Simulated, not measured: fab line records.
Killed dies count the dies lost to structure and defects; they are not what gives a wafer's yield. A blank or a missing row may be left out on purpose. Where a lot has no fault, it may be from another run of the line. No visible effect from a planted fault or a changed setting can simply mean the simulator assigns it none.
Struck lot and sound lot, side by side + flow gf180mcu + 15 steps out of a route of 602
Sound: the wafers L658.2, L658.3, L658.5. Wafers L646.3, L646.5, L646.6 were the ones struck. At the end, the cause is stated.
Per side, at each step with rows, come the tool, then ch with its chambers, and then its first start. Under that, the readings that differ: sound wafers + struck wafers + difference of the means + sigmas: that difference in standard deviations of wafers without a fault.
alike: a reading whose means differ by less than 2 such deviations, as well as words and numbers matching on both sides. not compared: withheld readings; readings where some wafer has no value; bounds like >300 that might hide an equal value; numbers whose values overlap and for which the record gives no deviation.
A row with sigmas, a row that says differs or no value, or rows on one side alone: a step with any of these is where the two part. Non-overlapping numbers with no deviation appear without sigmas and do not part them. A reading that every wafer of one side lacks parts them only if that side has two wafers or more.

first, 5 steps without rows for these wafers: GF_M5_COAT_02 (resist thk 1000 nm); GF_M5_SOFTBAKE_03 (time 60 s); GF_M5_EXPOSE_04 (exposes mask Metal5, target cd 280 nm); GF_M5_PEB_05 (peb time 90 s); GF_M5_DEVELOP_06 (develop time 60 s).
GF_M5_CD_MEAS_07 targets a cd of 280 nm.
  struck on cd-sem-02, day 26 18:50; sound on cd-sem-02, day 30 06:25
  alike: cd-nm
GF_M5_OVL_MEAS_08:
  struck on overlay-01, day 26 18:55; sound on overlay-02, day 30 06:31
  alike: M5_OVL
GF_M5_ETCH_09: etches Si3N4 in CF4/O2, target depth 52 nm, time 11.6 s.
  sound on rie-diel-03 ch 0,1,2, day 30 06:32; struck on rie-diel-03 ch 1,2, day 26 18:56
| reading               | sound             | struck            | difference | sigmas |
|-----------------------|-------------------|-------------------|------------|--------|
| oes-product-au (a.u.) | 1.023 1.012 1.023 | 1.005 0.988 1.010 | -0.018     | -2     |
  alike: O2_flow_sccm, drypump-motor-current-A, throttle-valve-pct
  not compared: rf-hours-counter-h
GF_M5_METAL_ETCH_10: etches the open film in Cl2/BCl3, stops on SiO2, target depth 750.8 nm, time 125.1 s.
  sound on rie-metal-02 ch 0,1, day 30 06:34; struck on rie-metal-02 ch 0,1, day 26 19:01
  alike: drypump-motor-current-A, mfc-cl2-sccm, oes-product-au, throttle-valve-pct
  not compared: rf-hours-counter-h
GF_M5_STRIP_11: strips in O2/N2.
  sound on plasma-asher-03 ch 0, day 30 06:42; struck on plasma-asher-04 ch 0,1, day 26 19:08
  alike: drypump-motor-current-A, heater-power-w, oes-product-au, strip-time-to-endpoint-s
  not compared: rf-hours-counter-h
then, 2 steps without rows for these wafers: GF_M5_STRIP_12 (strips in post etch residue remover, time 1200 s); GF_M5_CLEAN_13 (cleans in DIW).
GF_V5_CVD_00: deposits SiO2, target thk 300 nm, time 50 s.
  sound on hdpcvd-02 ch 0,1,2, day 30 07:16; struck on hdpcvd-01 ch 0,1,2, day 26 20:11
GF_V5_THK_MEAS_01:
  struck on film-metro-04, day 26 20:33; sound on film-metro-04, day 30 07:19
| reading            | sound             | struck            | difference | sigmas      |
|--------------------|-------------------|-------------------|------------|-------------|
| V5_CVD_00_THK (nm) | 299.8 300.1 297.7 | 601.2 597.6 600.7 | +300.6     | +99 or more |
GF_PASSIVATION_PROBE_99:
  the record holds rows for the sound wafers here (prober-01, day 32 14:50) but none for the struck ones

## WHERE THEY PART
Earliest at GF_M5_ETCH_09; latest, in this record, at GF_PASSIVATION_PROBE_99.

WHY: whatever the simulator had introduced
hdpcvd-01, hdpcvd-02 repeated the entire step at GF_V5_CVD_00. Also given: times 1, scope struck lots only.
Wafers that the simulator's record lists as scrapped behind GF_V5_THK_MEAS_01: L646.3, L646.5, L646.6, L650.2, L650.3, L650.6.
